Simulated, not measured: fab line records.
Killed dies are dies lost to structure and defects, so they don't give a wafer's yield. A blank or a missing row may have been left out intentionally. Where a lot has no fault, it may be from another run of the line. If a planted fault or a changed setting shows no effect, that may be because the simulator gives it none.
A struck lot beside a sound one	flow gf180mcu	15 steps out of a route of 602
Sound: wafers L396.1, L396.2, L396.3. Struck: wafers L384.2, L384.3, L384.4. At the end, the cause is stated.
Per side, at each step with rows, come the tool, then ch with its chambers, and then its first start. Under that, the readings that differ: sound wafers	struck wafers	difference of the means	sigmas: that difference in standard deviations of wafers without a fault.
alike: readings whose means differ by less than 2 such deviations, and words and numbers that are the same on both sides. not compared: withheld readings, readings that some wafer has no value for, bounds like >300 that may hide the same value, and numbers for which the record gives no deviation and whose values overlap.
The two part at a step that has a row with sigmas, a row that says differs or no value, or rows on one side only. Numbers that have no deviation but don't overlap get no sigmas and don't part them. Lack of a reading on every wafer of one side parts them only where that side has two or more wafers.

first, 4 steps without rows for these wafers: GF_V4_STRIP_18 (strips in O2/N2); GF_V4_STRIP_19 (strips in post etch residue remover, time 1200 s); GF_V4_CLEAN_20 (cleans in DIW); GF_V4_SPUTTER_21 (material Ti, target thk 15 nm, time 80.02 s).
GF_V4_SPUTTER_22: material TiN, target thk 10 nm, time 40 s.
  sound: pvd_sputter-01 at day 29 09:00; struck: pvd_sputter-01 at day 25 12:44
  alike: cathode_dc_power_W, chamber_pressure_pa, throttle_valve_pct
then, 1 step without rows for these wafers: GF_V4_CVD_23 (deposits W, target thk 350 nm, time 104.9 s).
GF_V4_RS_MEAS_24: uses a four-point probe to measure.
  sound: film_metro-01 at day 29 09:09; struck: film_metro-01 at day 25 12:55
  alike: V4_W_RS
GF_V4_THK_MEAS_25: measures by xrf.
  sound: film_metro-01 at day 29 09:16; struck: film_metro-01 at day 25 13:02
  alike: V4_W_THK
GF_V4_CMP_26: polishes, stops on SiO2, t overpolish 15 s, target thk 0 nm.
  sound on cmp-01 ch 1,2,3, day 29 09:23; struck on cmp-01 ch 0,1,3, day 25 13:05
  alike: motor_current_A, overpolish_run_s, slurry_filter_dp_kPa, time_to_endpoint_s
GF_MIM_SPUTTER_00: material Ti, target thk 37.5 nm, time 150 s.
  sound: pvd_sputter-04 at day 29 09:38; struck: pvd_sputter-04 at day 25 13:23
  alike: cathode_dc_power_W, chamber_pressure_pa, throttle_valve_pct
then, 1 step without rows for these wafers: GF_MIM_SPUTTER_01 (material TiN, target thk 30 nm, time 25 s).
GF_MIM_SPUTTER_02: material AlCu, target thk 450 nm, time 23.9 s.
  sound: pvd_sputter-04 at day 29 09:46; struck: pvd_sputter-04 at day 25 13:31
  alike: cathode_dc_power_W, chamber_pressure_pa, throttle_valve_pct
GF_MIM_SPUTTER_03: material Ti, target thk 10 nm, time 6.7 s.
  sound: pvd_sputter-04 at day 29 09:47; struck: pvd_sputter-04 at day 25 13:32
  no value came back on the struck wafers for cathode_dc_power_W (W), chamber_pressure_pa (Pa), throttle_valve_pct (%), time_s (s); on the sound wafers cathode_dc_power_W (W) reads 3000.8 2999.2 3000.3
GF_MIM_SPUTTER_04: material TiN, target thk 50 nm, time 41.7 s.
  sound: pvd_sputter-04 at day 29 09:49; struck: pvd_sputter-04 at day 25 13:34
  alike: cathode_dc_power_W, chamber_pressure_pa, throttle_valve_pct
-- the record jumps here: 4 days lie between the struck wafers' starts before and after (it left off in module MIM and takes up again in module PASSIVATION, whose first step shown is number 602 of the route) --
GF_PASSIVATION_PROBE_99:
  sound: prober-01 at day 33 07:07; struck: prober-01 at day 30 01:15
reading	sound	struck	difference	sigmas
model.etest.via5_chain.rc_ohm	6.979 6.881 7.253	8.186 8.157 8.28	+1.170	
model.etest.met5.line_ohm_um	0.2641 0.2593 0.2692	0.2451 0.2443 0.2491	-0.0180	
model.etest.met5.rs_ohm_sq	0.07246 0.0742 0.0746	0.0682 0.06911 0.0688	-0.0050	

## WHERE THEY PART
GF_MIM_SPUTTER_03 only, going by this record. Later steps at which nothing parts them and some readings are alike: GF_MIM_SPUTTER_04.

WHY: what the simulator had put in
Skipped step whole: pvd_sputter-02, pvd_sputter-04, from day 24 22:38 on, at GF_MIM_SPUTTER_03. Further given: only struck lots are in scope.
